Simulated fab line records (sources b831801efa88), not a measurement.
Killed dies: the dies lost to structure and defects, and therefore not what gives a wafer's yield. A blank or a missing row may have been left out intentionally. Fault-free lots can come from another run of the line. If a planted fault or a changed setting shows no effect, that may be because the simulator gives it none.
Split-lot study    flow sky130    27 wafers read from 5 lots, route of 708 steps

## ON THE SPLIT
At SKY_LI_CONTACT_SPUTTER_19 (material Ti, target thk 20 nm, time 106.37 s), the setting time-s was moved away from the recipe's 106.37 s on 9 of the 27 wafers read, by -48.3% to -29.7%. For the rest of the wafers, this setting stayed at what the recipe calls for.

The split's own step is where the reading is taken.

## THE READING
Ti_of_LI_CONTACT_SPUTTER_19.thk-nm (the simulator's own value, which no gauge read), in nm, at SKY_LI_CONTACT_SPUTTER_19 (material Ti, target thk 20 nm, time 106.37 s). The file does not state a usual value for it. The 18 wafers here that ran the recipe average 20.20 nm, standard deviation 0.22 nm.

wafer   tool, chamber at the split  time-s as run, s  against the recipe  Ti_of_LI_CONTACT_SPUTTER_19.thk-nm, nm  against lot-mates on the recipe
L074.2  pvd-sputter-04, -           106.37            recipe              19.97                                   -
L074.3  pvd-sputter-04, -           106.37            recipe              19.7                                    -
L074.5  pvd-sputter-04, -           106.37            recipe              19.74                                   -
L076.1  pvd-sputter-01, -           106.37            recipe              20.28                                   -
L076.2  pvd-sputter-01, -           106.37            recipe              20.42                                   -
L076.3  pvd-sputter-01, -           106.37            recipe              20.32                                   -
L076.4  pvd-sputter-01, -           106.37            recipe              20.12                                   -
L076.5  pvd-sputter-01, -           106.37            recipe              20.31                                   -
L076.6  pvd-sputter-01, -           106.37            recipe              20.35                                   -
L081.1  pvd-sputter-03, -           106.37            recipe              20.1                                    -
L081.2  pvd-sputter-03, -           54.95             -48.3%              10.71                                   -9.56
L081.3  pvd-sputter-03, -           106.37            recipe              20.45                                   -
L081.4  pvd-sputter-03, -           54.95             -48.3%              10.54                                   -9.73
L081.5  pvd-sputter-03, -           106.37            recipe              20.25                                   -
L081.6  pvd-sputter-03, -           54.95             -48.3%              10.66                                   -9.61
L082.1  pvd-sputter-03, -           59.05             -44.5%              11                                      -9.14
L082.2  pvd-sputter-03, -           106.37            recipe              20.24                                   -
L082.3  pvd-sputter-03, -           106.37            recipe              20                                      -
L082.4  pvd-sputter-03, -           59.05             -44.5%              11.3                                    -8.84
L082.5  pvd-sputter-03, -           106.37            recipe              20.19                                   -
L082.6  pvd-sputter-03, -           59.05             -44.5%              11.01                                   -9.13
L085.1  pvd-sputter-03, -           74.8              -29.7%              14.19                                   -6.18
L085.2  pvd-sputter-03, -           106.37            recipe              20.47                                   -
L085.3  pvd-sputter-03, -           74.8              -29.7%              14.32                                   -6.05
L085.4  pvd-sputter-03, -           106.37            recipe              20.17                                   -
L085.5  pvd-sputter-03, -           74.8              -29.7%              14.54                                   -5.83
L085.6  pvd-sputter-03, -           106.37            recipe              20.46                                   -

FIT RESULTS
A straight line over all 27 wafers: Ti_of_LI_CONTACT_SPUTTER_19.thk-nm changes by +0.2 nm for each +1% of time-s; r = +1.00; the points scatter about the line by 0.22 nm.
The same after taking each lot's own level away (the mean of its wafers on the recipe; 27 wafers): +0.201 nm for each +1%; r = +1.00; scatter 0.13 nm.
Per that fit: largest time-s move, reading shift of 9.7 nm.
Across the lots, their own levels run from 19.803 to 20.367 nm, a range of 2.5 times the standard deviation given above.
So the lot-to-lot level changes the slope little: the two slopes agree.
Check: -9.76 nm against its lot-mates is what the line predicts for one of the wafers moved furthest among these (-48.3%) when that wafer is left out of the fit. It came out at -9.56 nm against them.

## OTHER SPLITS APPLIED TO THESE WAFERS
These wafers also went through other splits before the reading. Each is held against what the fit with the lots' levels taken away leaves over:
other split on the same wafers           wafers away from the commonest value  r with Ti_of_LI_CONTACT_SPUTTER_19.thk-nm (lot level and that fit taken away)
SKY_FIELD_ISO_WET_ETCH_18 time-s         12                                    +0.02
SKY_GATE_OXIDE_OXIDATION_01 ox-time-s    21                                    +0.13
SKY_POLY_GATE_DEVELOP_12 develop-time-s  12                                    +0.40
SKY_POLY_CUT_DEVELOP_07 develop-time-s   6                                     -0.20

## THE FILE'S OWN FIT
Ti_of_LI_CONTACT_SPUTTER_19.thk-nm changes by +0.201 nm for each +1% of time-s, r = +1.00.
